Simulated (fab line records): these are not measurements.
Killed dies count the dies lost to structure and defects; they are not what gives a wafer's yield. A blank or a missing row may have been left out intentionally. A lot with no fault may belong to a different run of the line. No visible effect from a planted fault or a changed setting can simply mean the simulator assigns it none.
Problem report, 8D (eight disciplines) form, completed by code || flow gf180mcu || the parts of the form that need people (team, actions taken, sign-off) are left out

== 1. THE PROBLEM ==
Wafers with no fault read 0.972 a.u. with a standard deviation of 0.0068, whereas oes product au at GF_M5_METAL_ETCH_10 reads a mean of 0.912 a.u. on 1 wafer of 1 lot. Measured from the usual mean, that is -8.8 standard deviations.
The step: etches the open film in Cl2/BCl3, stops on SiO2, target depth 627.5 nm, time 104.6 s.
First seen on wafer L161.2, day 28 03:01, on rie metal-01. The record holds 39 wafers of 13 lots with a number at this step. The rule behind "out" and "out of limits": a value lying over 4 standard deviations away from the usual mean. The rest of the wafers with a number are treated as sound.

== 2. WHAT IT IS, WHAT IT ISN'T ==
{"question": "which readings at this step", "is": "oes product au, throttle valve pct", "is not": "drypump motor current A, rf fwd power W"}
{"question": "which lots", "is": "L161", "is not": "L156, L157, L158, L159, L169, L172, L173, L174, L175, L176, L177, L178"}
{"question": "which wafers of those lots", "is": "L161.2", "is not": "L161.1, L161.3"}
{"question": "read on which tools", "is": "rie metal-01", "is not": "rie metal-03, rie metal-04"}
{"question": "when", "is": "from day 28 03:01", "is not": "up to then (14 sound wafers); but 24 sound wafers of L169, L172, L173, L174, L175, L176, L177, L178 came after"}

== 3. SUSPECTS, AND WHAT RULES EACH OUT ==
Counting: if a tool at a process step up to the reading ran every lot that is out, it stays a suspect. Sound lots after the first of them don't rule it out here, since some wafers of a struck lot are sound.
- pvd sputter-03 at GF_MIM_SPUTTER_01 (material TiN, target thk 30 nm, time 25 s): kept. The lot that is out, L161, ran on it at day 26 10:35; the last sound lot it ran before that was L158, at day 25 09:17.
- rie metal-04 at GF_MIM_METAL_ETCH_19 (etches the open film in Cl2/BCl3, stops on Si3N4, target depth 324.5 nm, time 54.1 s): kept. The lot that is out, L161, ran on it at day 27 07:05; the last sound lot it ran before that was L158, at day 26 06:29.
- rie metal-01 at GF_M5_METAL_ETCH_10 (etches the open film in Cl2/BCl3, stops on SiO2, target depth 627.5 nm, time 104.6 s): kept. The lot that is out, L161, ran on it at day 28 03:01; the last sound lot it ran before that was L158, at day 27 04:03. On those wafers its own readings are out: oes product au, throttle valve pct.
- Within rie metal-04 at GF_MIM_METAL_ETCH_19, the wafers that are out were processed in chamber 0 and their sound lot-mates in chamber 1.
- Within rie metal-01 at GF_M5_METAL_ETCH_10, the wafers that are out were processed in chamber 0 and their sound lot-mates in chamber 1.
Still standing after the count: pvd sputter-03 at GF_MIM_SPUTTER_01, rie metal-04 at GF_MIM_METAL_ETCH_19, rie metal-01 at GF_M5_METAL_ETCH_10.

== 4. THE CAUSE (what the simulator had put in) ==
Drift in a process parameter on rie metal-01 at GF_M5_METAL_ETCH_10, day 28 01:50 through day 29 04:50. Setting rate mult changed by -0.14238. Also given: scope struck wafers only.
After counting, 3 suspects remain, this tool included.

== 5. SEQUENCE OF EFFECTS, ordered by route ==
Each row: a reading where the mean over the struck wafers with a number is more than 3 standard deviations away from the usual. Only readings whose record carries a usual standard deviation are examined. hours: median over the lots of the time between each lot's start at the first step of this table that gives one and its start at this step. sigmas: the change, counted in usual standard deviations.
{"hours": 0, "step": "GF_M5_METAL_ETCH_10", "reading": "oes product au", "usual": "0.972 a.u.", "on struck wafers": 0.912, "change": -0.060, "sigmas": -8.8}
{"hours": 0, "step": "GF_M5_METAL_ETCH_10", "reading": "throttle valve pct", "usual": "28.250 %", "on struck wafers": 28.315, "change": "+0.065", "sigmas": "+6.6"}
{"hours": 0, "step": "GF_M5_STRIP_11", "reading": "oes product au", "usual": "0.544 a.u.", "on struck wafers": 0.563, "change": "+0.019", "sigmas": "+4.0"}
{"hours": 0, "step": "GF_M5_STRIP_11", "reading": "strip time to endpoint s", "usual": "7.53 s", "on struck wafers": 7.89, "change": "+0.36", "sigmas": "+7.8"}
The process steps in it:
- GF_M5_METAL_ETCH_10: etches the open film in Cl2/BCl3, stops on SiO2, target depth 627.5 nm, time 104.6 s.
- GF_M5_STRIP_11: strips in O2/N2.

== 6. HOW IT WOULD HAVE BEEN CAUGHT EARLIER ==
In this record the first reading out of limits was taken at day 28 03:01, 1 hour after the fault began at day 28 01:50.
